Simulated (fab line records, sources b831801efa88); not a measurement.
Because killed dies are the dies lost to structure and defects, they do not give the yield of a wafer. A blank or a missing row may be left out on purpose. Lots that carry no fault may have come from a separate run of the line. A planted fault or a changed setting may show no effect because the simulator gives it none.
Which tool did it?    flow gf180mcu    Sampling: 13 lots, 39 wafers, 5 of 602 route steps

== WHAT THE GAUGES READ, wafer by wafer ==
GF_CONTACT_CD_MEAS_14 targets a cd of 220 nm.
lot   measured      on         cd nm (nm)
L124  day 15 21:05  cd sem-02  220.9 221.9 221.0
L126  day 16 12:22  cd sem-02  218.4 220.5 218.7
L127  day 17 08:10  cd sem-01  219.5 218.5 219.4
L128  day 17 15:56  cd sem-02  218.1 218.7 218.3
L129  day 18 01:35  cd sem-01  219.9 221.8 220.6
L133  day 19 09:16  cd sem-01  220.2 220.4 220.3
L135  day 20 02:41  cd sem-01  220.6 220.8 221.6
L137  day 21 01:49  cd sem-02  217.4 219.0 218.4
L140  day 22 05:08  cd sem-02  219.6 219.3 218.9
L141  day 22 13:17  cd sem-02  219.9 218.8 217.9
L143  day 23 01:20  cd sem-02  221.1 221.0 220.9
L144  day 23 10:23  cd sem-02  219.7 221.1 221.3
L146  day 23 21:11  cd sem-02  218.5 219.6 218.9

== TOOL THAT RAN EACH LOT (tool first, then ch and the chambers of the sampled wafers, then the start) ==
lot   GF_LVPWELL_COAT_02                GF_LVPWELL_STRIP_10                  GF_SALICIDE_RTA_06                GF_SALICIDE_RTA_08
L124  litho track-03 ch 0, day 3 15:55  plasma asher-04 ch 0,1, day 3 22:32  rtp anneal-01 ch 0, day 14 22:12  rtp anneal-02 ch 0, day 14 22:24
L126  litho track-04 ch 0, day 3 23:59  plasma asher-03 ch 0,1, day 4 07:28  rtp anneal-02 ch 0, day 15 13:25  rtp anneal-01 ch 0, day 15 13:37
L127  litho track-01 ch 0, day 4 09:35  plasma asher-03 ch 0,1, day 4 17:09  rtp anneal-01 ch 0, day 16 08:03  rtp anneal-02 ch 0, day 16 08:14
L128  litho track-03 ch 0, day 4 14:14  plasma asher-03 ch 0, day 4 22:13    rtp anneal-02 ch 0, day 16 15:29  rtp anneal-01 ch 0, day 16 15:40
L129  litho track-03 ch 0, day 4 18:49  plasma asher-03 ch 0,1, day 5 02:14  rtp anneal-01 ch 0, day 17 01:16  rtp anneal-02 ch 0, day 17 01:27
L133  litho track-03 ch 0, day 5 14:52  plasma asher-03 ch 0,1, day 5 21:40  rtp anneal-02 ch 0, day 18 07:33  rtp anneal-02 ch 0, day 18 07:44
L135  litho track-03 ch 0, day 5 23:58  plasma asher-02 ch 0,1, day 6 08:09  rtp anneal-02 ch 0, day 19 01:01  rtp anneal-01 ch 0, day 19 01:18
L137  litho track-03 ch 0, day 6 19:04  plasma asher-04 ch 0,1, day 7 03:01  rtp anneal-01 ch 0, day 20 01:07  rtp anneal-02 ch 0, day 20 01:23
L140  litho track-04 ch 0, day 7 11:57  plasma asher-04 ch 0,1, day 7 20:13  rtp anneal-02 ch 0, day 21 04:02  rtp anneal-01 ch 0, day 21 04:15
L141  litho track-04 ch 0, day 7 14:51  plasma asher-04 ch 0,1, day 7 22:46  rtp anneal-02 ch 0, day 21 13:20  rtp anneal-01 ch 0, day 21 13:32
L143  litho track-04 ch 0, day 8 00:59  plasma asher-03 ch 0,1, day 8 10:16  rtp anneal-01 ch 0, day 22 01:32  rtp anneal-02 ch 0, day 22 01:44
L144  litho track-01 ch 0, day 8 07:14  plasma asher-02 ch 1, day 8 16:01    rtp anneal-02 ch 0, day 22 10:30  rtp anneal-01 ch 0, day 22 10:41
L146  litho track-04 ch 0, day 8 14:17  plasma asher-04 ch 0,1, day 8 23:33  rtp anneal-02 ch 0, day 22 21:40  rtp anneal-01 ch 0, day 22 21:52
- GF_LVPWELL_COAT_02: resist thk 3000 nm.
- GF_LVPWELL_STRIP_10: strips in O2/N2.
- GF_SALICIDE_RTA_06: time 30 s.
- GF_SALICIDE_RTA_08: time 30 s.

== AS READ BY THE TOOLS THEMSELVES (means over the sampled wafers that have a number; for cases with no such wafer, the mark the record gives instead) ==
GF_LVPWELL_COAT_02.
lot   tool            spin speed rpm (rpm)
L124  litho track-03  2000.7
L126  litho track-04  2001.3
L127  litho track-01  2001.0
L128  litho track-03  2001.1
L129  litho track-03  1998.5
L133  litho track-03  1934.4
L135  litho track-03  1932.9
L137  litho track-03  1933.1
L140  litho track-04  2000.0
L141  litho track-04  1999.9
L143  litho track-04  1999.8
L144  litho track-01  2000.7
L146  litho track-04  1999.7

GF_LVPWELL_STRIP_10.
lot   tool             drypump motor current A (A)  heater power w (W)  oes product au (a.u.)  strip time to endpoint s (s)
L124  plasma asher-04  5.59                         326                 0.723                  36.83
L126  plasma asher-03  5.83                         302                 0.723                  36.91
L127  plasma asher-03  5.83                         303                 0.723                  37.01
L128  plasma asher-03  6.05                         333                 0.726                  36.94
L129  plasma asher-03  5.59                         272                 0.722                  37.08
L133  plasma asher-03  5.60                         275                 0.722                  37.53
L135  plasma asher-02  5.94                         318                 0.724                  37.49
L137  plasma asher-04  5.69                         332                 0.721                  37.54
L140  plasma asher-04  5.60                         334                 0.721                  37.16
L141  plasma asher-04  5.69                         327                 0.721                  36.98
L143  plasma asher-03  5.60                         278                 0.723                  37.05
L144  plasma asher-02  6.12                         301                 0.721                  36.90
L146  plasma asher-04  5.58                         332                 0.722                  37.01

GF_SALICIDE_RTA_06.
lot   tool           lamp power pct (%)  wafer_temp_C_max
L124  rtp anneal-01  6.41                532.4
L126  rtp anneal-02  6.28                532.5
L127  rtp anneal-01  6.41                533.5
L128  rtp anneal-02  6.27                531.7
L129  rtp anneal-01  6.40                533.0
L133  rtp anneal-02  6.27                532.0
L135  rtp anneal-02  6.27                532.3
L137  rtp anneal-01  6.41                533.4
L140  rtp anneal-02  6.27                532.3
L141  rtp anneal-02  6.27                532.0
L143  rtp anneal-01  6.41                533.1
L144  rtp anneal-02  6.27                531.9
L146  rtp anneal-02  6.27                532.0

GF_SALICIDE_RTA_08.
lot   tool           lamp power pct (%)  wafer_temp_C_max
L124  rtp anneal-02  17.40               802.3
L126  rtp anneal-01  17.79               804.5
L127  rtp anneal-02  17.40               803.4
L128  rtp anneal-01  17.80               804.4
L129  rtp anneal-02  17.40               802.6
L133  rtp anneal-02  17.41               803.1
L135  rtp anneal-01  17.78               803.9
L137  rtp anneal-02  17.40               803.0
L140  rtp anneal-01  17.81               804.2
L141  rtp anneal-01  17.78               804.1
L143  rtp anneal-02  17.39               803.3
L144  rtp anneal-01  17.84               804.3
L146  rtp anneal-01  17.80               804.7

== THE ANSWER, worked out from the rows above alone ==
Rule: usual is defined by the lots themselves. Put in order of their means at a reading, lots are off if they are a third of the lots or fewer, leave a main group of 4 or more, and stand apart from it by a gap of 3 or more times the standard deviation of the main group's means; of several such gaps the widest counts. Not used: any main group whose means are identical at the precision the tables above print for the reading. Also off: a lot with no number at a reading for which 4 or more lots have one. Where the step has rows for the other lots, those lots are counted as sound. The gauges are gone through in route order, then the tools' own readings, and for those a lot's mean is taken as printed above. The first step at which some lot is off is used, and at that step the reading that is off furthest; a lot without a number counts as furthest.
Off: L133, L135, L137 (GF_LVPWELL_COAT_02, spin speed rpm). Mean 2000.3 rpm and standard deviation 0.81 in the main group.
A tool fits if, at that step or a process step before it, it ran every lot that is off, and no sound lot after the first of them. One candidate fits, namely litho track-03 at GF_LVPWELL_COAT_02. A fault onset in the window from L129 (day 4 18:49, its last sound lot) to L133 (day 5 14:52, its first lot off) fits.
The tool's own readings at GF_LVPWELL_COAT_02 bear it out: on the lots that are off they differ by more than 5 times the standard deviation of the sound lots' means. spin speed rpm reads 1933.5 rpm there against 2000.3 rpm on the sound lots.

== WHAT WAS PUT IN BY THE SIMULATOR ==
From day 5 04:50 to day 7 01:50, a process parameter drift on litho track-03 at GF_LVPWELL_COAT_02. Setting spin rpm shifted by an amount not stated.
Lots struck among those shown: L133, L135, L137. The rule above reached the same finding.
